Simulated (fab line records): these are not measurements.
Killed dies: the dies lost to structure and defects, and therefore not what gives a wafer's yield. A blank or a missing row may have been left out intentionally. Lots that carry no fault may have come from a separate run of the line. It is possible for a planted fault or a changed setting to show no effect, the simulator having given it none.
fab line records + flow sfqLine
[record]
- lots = 14
- wafers = 42
- lastDay = 83
route steps=325 shown I0@44 M2@99 I2@113 I3@136
lots that met no fault: taken from a fault-free run of the same line
startH: hours from the record's opening day to when the first of the lot's shown wafers began + waitH: hours elapsed since this lot's preceding step + " identical to the entry in the row above + L1.1+2: a single row standing in for several wafers + - no value present, or no start provided + * or withheld: withheld + < > ~ a bound
route shown NAME@n: a module of which the file shows steps, and the number in the route of the first + usual: the fault-free wafers' mean and standard deviation + same: alike in all rows + chamber/n: place in a boat + sites: each site's reading + _std_site: standard deviation of those values + _edge_site: outer sites' mean less inner sites' + radiusMm: for every site, how far away it sits from the centre of the wafer + mask NAME#n: copy n + behind: the tool/chamber that last shaped the wafer + hold: why the lot went on hold/how many hours it stayed there/how the hold came to an end + device: the n, p or np transistor that did not switch + end of line: the route-end tests of the same wafers + a step given without rows: its recipe and nothing more + killed: at the first sort, the dies lost to defects and structure; wafer yield is something else + map: the dies of a wafer, with x for killed, . for not killed, _ for no die there
set.NAME: the run value of the setting; set.NAME@STEP: its run value at that earlier step + model.NAME: the simulator's own value behind a step, which no gauge read
a sample of lots followed through the steps of the route, with each step as a table and each wafer as a row
services: a tool's chamber out of use, with start hour (startH, from the record's first day; less than 0 if before it), hours out, and reason
[[steps]]
[step SFQ_TRILAYER_I0_CMP_CMP_028]
[recipe]
- material = SiO2
- downForcePsi = 3
- platenRpm = 60
- padVelocityMS = 0.94248
[usual]
- motorCurrentA = 9.9/0.89
- timeToEndpointS = 217/8.3
| lot.wafer | tool   | chamber | startH | waitH | motorCurrentA | timeToEndpointS |
|-----------|--------|---------|--------|-------|---------------|-----------------|
| L795.4    | cmp-01 | 1       | 248.54 | 7.8   | 11.3          | 215             |
| L795.1    | "      | 2       | "      | "     | 9.4           | 210             |
| L795.6    | "      | 1       | 250.54 | 9.8   | 12.3          | 205             |
| L796.1    | cmp-02 | 2       | 251.00 | 2.7   | 10.5          | 216             |
| L796.4    | "      | 0       | 252.00 | 3.6   | 9.2           | 221             |
| L796.2    | "      | 1       | "      | "     | 8.9           | 225             |
| L799.4    | cmp-02 | 1       | 273.84 | 5.1   | 8.7           | 230             |
| L799.6    | "      | 1       | 275.84 | 7.1   | 8.9           | 229             |
| L799.5    | "      | 2       | "      | "     | 10.2          | 212             |
| L802.3    | cmp-02 | 2       | 303.84 | 9.9   | 10.0          | 208             |
| L802.1    | "      | 0       | 304.84 | 10.9  | 9.1           | 220             |
| L802.5    | "      | 2       | 305.84 | 11.9  | 10.7          | 214             |
| L803.2    | cmp-01 | 0       | 309.58 | 11.6  | 10.7          | 200             |
| L803.3    | "      | 2       | 310.58 | 12.6  | 9.3           | 201             |
| L803.6    | "      | 0       | 311.58 | 13.6  | 10.4          | 201             |
| L805.2    | cmp-02 | 2       | 322.08 | 13.2  | 10.5          | 203             |
| L805.4    | "      | 3       | "      | "     | 9.9           | 220             |
| L805.6    | "      | 0       | "      | "     | 9.2           | 119             |
| L807.3    | cmp-02 | 3       | 333.58 | 5.6   | 10.6          | 120             |
| L807.6    | "      | 2       | 335.08 | 7.1   | 10.7          | 119             |
| L807.5    | "      | 3       | "      | "     | 9.6           | 225             |
| L809.4    | cmp-01 | 1       | 347.89 | 0.5   | 12.3          | 218             |
| L809.5    | "      | 0       | 349.39 | 2.0   | 10.7          | 209             |
| L809.6    | "      | 1       | "      | "     | 11.9          | 216             |
| L811.3    | cmp-01 | 1       | 365.44 | 1.3   | 11.8          | 214             |
| L811.1    | "      | 0       | 366.94 | 2.8   | 10.4          | 207             |
| L811.5    | "      | 1       | "      | "     | 12.3          | 217             |
| L814.2    | cmp-02 | 3       | 389.68 | 2.2   | 9.8           | 214             |
| L814.3    | "      | 0       | "      | "     | 9.6           | 213             |
| L814.5    | "      | 2       | 391.18 | 3.7   | 10.3          | 218             |
| L815.1    | cmp-01 | 1       | 395.58 | 0.0   | 12.0          | 211             |
| L815.4    | "      | 2       | "      | "     | 9.6           | 209             |
| L815.2    | "      | 0       | 397.08 | 1.5   | 10.4          | 215             |
| L816.2    | cmp-02 | 3       | 414.36 | 2.4   | 9.7           | 212             |
| L816.3    | "      | 0       | "      | "     | 9.9           | 205             |
| L816.6    | "      | 2       | 415.86 | 3.9   | 10.2          | 218             |
| L817.1    | cmp-02 | 0       | 425.59 | 0.0   | 9.3           | 217             |
| L817.3    | "      | 3       | 427.09 | 1.5   | 10.0          | 218             |
| L817.5    | "      | 1       | 428.09 | 2.5   | 9.0           | 232             |
| L818.3    | cmp-01 | 2       | 429.96 | 0.0   | 9.3           | 212             |
| L818.1    | "      | 3       | "      | "     | 9.2           | 215             |
| L818.4    | "      | 0       | "      | "     | 9.9           | 208             |
[step SFQ_TRILAYER_M2_BARC_OPEN_METAL_ETCH_077]
[recipe]
- maskMaterial = PR
- chemistry = O2
- targetDepthNm = 125
- target = BARC
- icpW = 600
- biasW = 80
- pressureMtorr = 10
- timeS = 41.7
[usual]
- drypumpMotorCurrentA = 5.7/0.66
- oesProductAu = 0.684/0.0042
| lot.wafer | tool        | chamber | startH | waitH | drypumpMotorCurrentA | oesProductAu | rfHoursCounterH |
|-----------|-------------|---------|--------|-------|----------------------|--------------|-----------------|
| L795.1    | rieMetal-04 | 0       | 515.34 | 0.0   | 6.2                  | 0.684        | 157             |
| L795.4    | "           | 0       | "      | "     | 6.2                  | 0.690        | -               |
| L795.6    | "           | 1       | "      | "     | 5.0                  | 0.685        | -               |
| L796.1    | rieMetal-04 | 1       | 534.54 | 0.0   | 5.0                  | 0.686        | 122             |
| L796.2    | "           | 1       | "      | "     | 5.0                  | 0.678        | -               |
| L796.4    | "           | 1       | "      | "     | 5.0                  | 0.677        | -               |
| L799.4    | rieMetal-04 | 0       | 560.96 | 0.0   | 6.2                  | 0.687        | -               |
| L799.5    | "           | 1       | "      | "     | 5.0                  | 0.690        | -               |
| L799.6    | "           | 0       | "      | "     | 6.2                  | 0.694        | -               |
| L802.1    | rieMetal-03 | 0       | 731.75 | 0.0   | 6.3                  | 0.684        | 72              |
| L802.3    | "           | 1       | "      | "     | 6.5                  | 0.690        | -               |
| L802.5    | "           | 0       | "      | "     | 6.3                  | 0.689        | -               |
| L803.2    | rieMetal-02 | 1       | 741.35 | 0.0   | 6.0                  | 0.680        | 16              |
| L803.3    | "           | 0       | "      | "     | 4.8                  | 0.686        | -               |
| L803.6    | "           | 0       | "      | "     | 4.8                  | 0.680        | -               |
| L805.2    | rieMetal-04 | 0       | 771.37 | 0.0   | 6.2                  | 0.695        | -               |
| L805.4    | "           | 0       | "      | "     | 6.2                  | 0.688        | -               |
| L805.6    | "           | 0       | "      | "     | 6.2                  | 0.686        | -               |
| L807.3    | rieMetal-03 | 1       | 783.37 | 0.0   | 6.5                  | 0.688        | -               |
| L807.5    | "           | 1       | "      | "     | 6.4                  | 0.689        | -               |
| L807.6    | "           | 0       | "      | "     | 6.3                  | 0.688        | -               |
| L809.4    | rieMetal-04 | 0       | 803.25 | 0.0   | 6.2                  | 0.689        | -               |
| L809.5    | "           | 0       | "      | "     | 6.2                  | 0.682        | -               |
| L809.6    | "           | 1       | "      | "     | 5.1                  | 0.685        | -               |
| L811.1    | rieMetal-04 | 1       | 827.59 | 0.0   | 5.0                  | 0.687        | 8               |
| L811.3    | "           | 1       | "      | "     | 5.0                  | 0.689        | -               |
| L811.5    | "           | 0       | "      | "     | 6.2                  | 0.687        | -               |
| L814.2    | rieMetal-02 | 1       | 843.44 | 0.0   | 6.0                  | 0.686        | 36              |
| L814.3    | "           | 1       | "      | "     | 6.0                  | 0.676        | -               |
| L814.5    | "           | 1       | "      | "     | 6.0                  | 0.680        | -               |
| L815.1    | rieMetal-03 | 0       | 852.41 | 0.0   | 6.3                  | 0.686        | 95              |
| L815.2    | "           | 1       | "      | "     | 6.4                  | 0.685        | 86              |
| L815.4    | "           | 1       | "      | "     | 6.5                  | 0.684        | -               |
| L816.2    | rieMetal-04 | 1       | 869.59 | 0.0   | 5.0                  | 0.688        | 16              |
| L816.3    | "           | 1       | "      | "     | 5.0                  | 0.686        | -               |
| L816.6    | "           | 1       | "      | "     | 5.0                  | 0.678        | -               |
| L817.1    | rieMetal-02 | 1       | 878.14 | 0.0   | 6.0                  | 0.677        | 41              |
| L817.3    | "           | 1       | "      | "     | 6.0                  | 0.683        | -               |
| L817.5    | "           | 0       | "      | "     | 4.8                  | 0.678        | -               |
| L818.1    | rieMetal-04 | 1       | 882.99 | 0.0   | 5.0                  | 0.680        | 18              |
| L818.3    | "           | 1       | "      | "     | 5.0                  | 0.683        | -               |
| L818.4    | "           | 0       | "      | "     | 6.2                  | 0.679        | -               |
[step SFQ_I2_OVL_MEAS_918]
[usual]
- I2_OVL = -2/5.8
| lot.wafer | tool       | chamber | startH  | waitH | I2_OVL[nm] |
|-----------|------------|---------|---------|-------|------------|
| L795.1    | overlay-02 | -       | 550.10  | 0.1   | 5          |
| L795.4    | "          | -       | "       | "     | 3          |
| L795.6    | "          | -       | "       | "     | 6          |
| L796.1    | overlay-02 | -       | 568.10  | 0.1   | 4          |
| L796.2    | "          | -       | "       | "     | 3          |
| L796.4    | "          | -       | "       | "     | 4          |
| L799.4    | overlay-02 | -       | 596.00  | 0.1   | -16        |
| L799.5    | "          | -       | "       | "     | -11        |
| L799.6    | "          | -       | "       | "     | -6         |
| L802.1    | overlay-02 | -       | 886.58  | 0.1   | -6         |
| L802.3    | "          | -       | "       | "     | -4         |
| L802.5    | "          | -       | "       | "     | -4         |
| L803.2    | overlay-02 | -       | 892.56  | 0.1   | 0          |
| L803.3    | "          | -       | "       | "     | -6         |
| L803.6    | "          | -       | "       | "     | -1         |
| L805.2    | overlay-01 | -       | 921.49  | 0.1   | -4         |
| L805.4    | "          | -       | "       | "     | -4         |
| L805.6    | "          | -       | "       | "     | -11        |
| L807.3    | overlay-02 | -       | 937.09  | 0.1   | 3          |
| L807.5    | "          | -       | "       | "     | 0          |
| L807.6    | "          | -       | "       | "     | -7         |
| L809.4    | overlay-01 | -       | 960.03  | 0.1   | 1          |
| L809.5    | "          | -       | "       | "     | -6         |
| L809.6    | "          | -       | "       | "     | 0          |
| L811.1    | overlay-02 | -       | 985.13  | 0.1   | -5         |
| L811.3    | "          | -       | "       | "     | -6         |
| L811.5    | "          | -       | "       | "     | -8         |
| L814.2    | overlay-01 | -       | 1000.74 | 0.1   | -3         |
| L814.3    | "          | -       | "       | "     | -1         |
| L814.5    | "          | -       | "       | "     | 4          |
| L815.1    | overlay-01 | -       | 1011.53 | 0.1   | -8         |
| L815.2    | "          | -       | "       | "     | 0          |
| L815.4    | "          | -       | "       | "     | 0          |
| L816.2    | overlay-02 | -       | 1029.66 | 0.1   | -2         |
| L816.3    | "          | -       | "       | "     | 1          |
| L816.6    | "          | -       | "       | "     | 2          |
| L817.1    | overlay-01 | -       | 1041.66 | 0.1   | -10        |
| L817.3    | "          | -       | "       | "     | -6         |
| L817.5    | "          | -       | "       | "     | -8         |
| L818.1    | overlay-01 | -       | 1044.06 | 0.1   | -3         |
| L818.3    | "          | -       | "       | "     | 1          |
| L818.4    | "          | -       | "       | "     | -2         |
[step SFQ_TRILAYER_I3_METRO_MEASURE_083]
[usual]
- thkNm = 199.4/1.2
| lot.wafer | tool         | chamber | startH  | waitH | thkNm |
|-----------|--------------|---------|---------|-------|-------|
| L795.1    | filmMetro-04 | -       | 585.00  | 0.1   | 201.4 |
| L795.4    | "            | -       | "       | "     | 201.1 |
| L795.6    | "            | -       | "       | "     | 201.8 |
| L796.1    | filmMetro-04 | -       | 597.00  | 0.1   | 200.7 |
| L796.2    | "            | -       | "       | "     | 199.8 |
| L796.4    | "            | -       | "       | "     | 198.9 |
| L799.4    | filmMetro-04 | -       | 757.51  | 0.6   | 200.8 |
| L799.5    | "            | -       | "       | "     | 198.6 |
| L799.6    | "            | -       | "       | "     | 199.1 |
| L802.1    | filmMetro-04 | -       | 1053.95 | 0.1   | 199.3 |
| L802.3    | "            | -       | "       | "     | 201.1 |
| L802.5    | "            | -       | "       | "     | 198.1 |
| L803.2    | filmMetro-04 | -       | 1063.15 | 0.3   | 199.2 |
| L803.3    | "            | -       | "       | "     | 199.0 |
| L803.6    | "            | -       | "       | "     | 200.1 |
| L805.2    | filmMetro-04 | -       | 1087.15 | 0.3   | 197.8 |
| L805.4    | "            | -       | "       | "     | 197.2 |
| L805.6    | "            | -       | "       | "     | 199.3 |
| L807.3    | filmMetro-04 | -       | 1096.35 | 0.5   | 198.0 |
| L807.5    | "            | -       | "       | "     | 197.3 |
| L807.6    | "            | -       | "       | "     | 199.7 |
| L809.4    | filmMetro-03 | -       | 1118.07 | 0.6   | 199.3 |
| L809.5    | "            | -       | "       | "     | 199.8 |
| L809.6    | "            | -       | "       | "     | 199.3 |
| L811.1    | filmMetro-01 | -       | 1128.95 | 0.1   | 198.9 |
| L811.3    | "            | -       | "       | "     | 199.5 |
| L811.5    | "            | -       | "       | "     | 197.6 |
| L814.2    | filmMetro-04 | -       | 1138.15 | 0.3   | 200.6 |
| L814.3    | "            | -       | "       | "     | 198.8 |
| L814.5    | "            | -       | "       | "     | 197.9 |
| L815.1    | filmMetro-01 | -       | 1149.95 | 0.1   | 200.6 |
| L815.2    | "            | -       | "       | "     | 200.7 |
| L815.4    | "            | -       | "       | "     | 200.7 |
| L816.2    | filmMetro-04 | -       | 1162.15 | 0.3   | 198.5 |
| L816.3    | "            | -       | "       | "     | 199.7 |
| L816.6    | "            | -       | "       | "     | 198.9 |
| L817.1    | filmMetro-04 | -       | 1173.95 | 0.1   | 199.3 |
| L817.3    | "            | -       | "       | "     | 199.1 |
| L817.5    | "            | -       | "       | "     | 198.1 |
| L818.1    | filmMetro-01 | -       | 1174.47 | 0.1   | 199.3 |
| L818.3    | "            | -       | "       | "     | 200.5 |
| L818.4    | "            | -       | "       | "     | 200.4 |
[[services]]
| tool         | chamber | startH  | hours | kind   |
|--------------|---------|---------|-------|--------|
| filmMetro-04 | -       | 231.32  | 1.5   | pm     |
| filmMetro-04 | -       | 252.13  | 1.1   | pm     |
| cmp-02       | -       | 265.05  | 0.3   | repair |
| rieMetal-04  | -       | 275.47  | 2.8   | pm     |
| cmp-02       | -       | 309.84  | 11.2  | pm     |
| filmMetro-04 | -       | 316.66  | 2.3   | pm     |
| filmMetro-04 | -       | 396.44  | 5.1   | pm     |
| cmp-02       | -       | 409.36  | 4.0   | pm     |
| cmp-02       | -       | 416.36  | 6.2   | pm     |
| filmMetro-04 | -       | 425.30  | 6.1   | pm     |
| filmMetro-04 | -       | 434.16  | 2.0   | pm     |
| cmp-02       | -       | 452.19  | 2.1   | repair |
| filmMetro-04 | -       | 475.79  | 0.8   | pm     |
| filmMetro-04 | -       | 481.57  | 1.3   | repair |
| filmMetro-04 | -       | 497.13  | 0.6   | pm     |
| filmMetro-04 | -       | 561.66  | 0.5   | pm     |
| rieMetal-04  | -       | 589.99  | 1.6   | repair |
| filmMetro-04 | -       | 720.79  | 0.9   | pm     |
| filmMetro-04 | -       | 742.13  | 0.4   | pm     |
| filmMetro-04 | -       | 806.66  | 0.8   | pm     |
| filmMetro-04 | -       | 965.79  | 0.4   | pm     |
| filmMetro-04 | -       | 987.13  | 1.8   | pm     |
| filmMetro-04 | -       | 1015.18 | 5.7   | repair |
| filmMetro-04 | -       | 1051.66 | 0.6   | pm     |
[[key]]
[firstSign]
- step = SFQ_TRILAYER_I0_CMP_CMP_028
- reading = timeToEndpointS
- direction = down
- sigmas = 12
- usual = *
- struck = *
effect none on later readings
metAt SFQ_TRILAYER_I0_CMP_CMP_028
struckLots L805,L807
struckWafers L805.6,L807.3,L807.6
notActingAt SFQ_TRILAYER_M2_BARC_OPEN_METAL_ETCH_077,SFQ_I2_OVL_MEAS_918,SFQ_TRILAYER_I3_METRO_MEASURE_083
onsetBetween 303.84 322.08
[fault]
- kind = processParameterDrift
- tool = cmp-02
- chamber = -
- onsetH = 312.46
- steps = SFQ_TRILAYER_I0_CMP_CMP_028
- channel = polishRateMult
- offset = 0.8
- shape = step
- endH = 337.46
- scope = struckWafersOnly
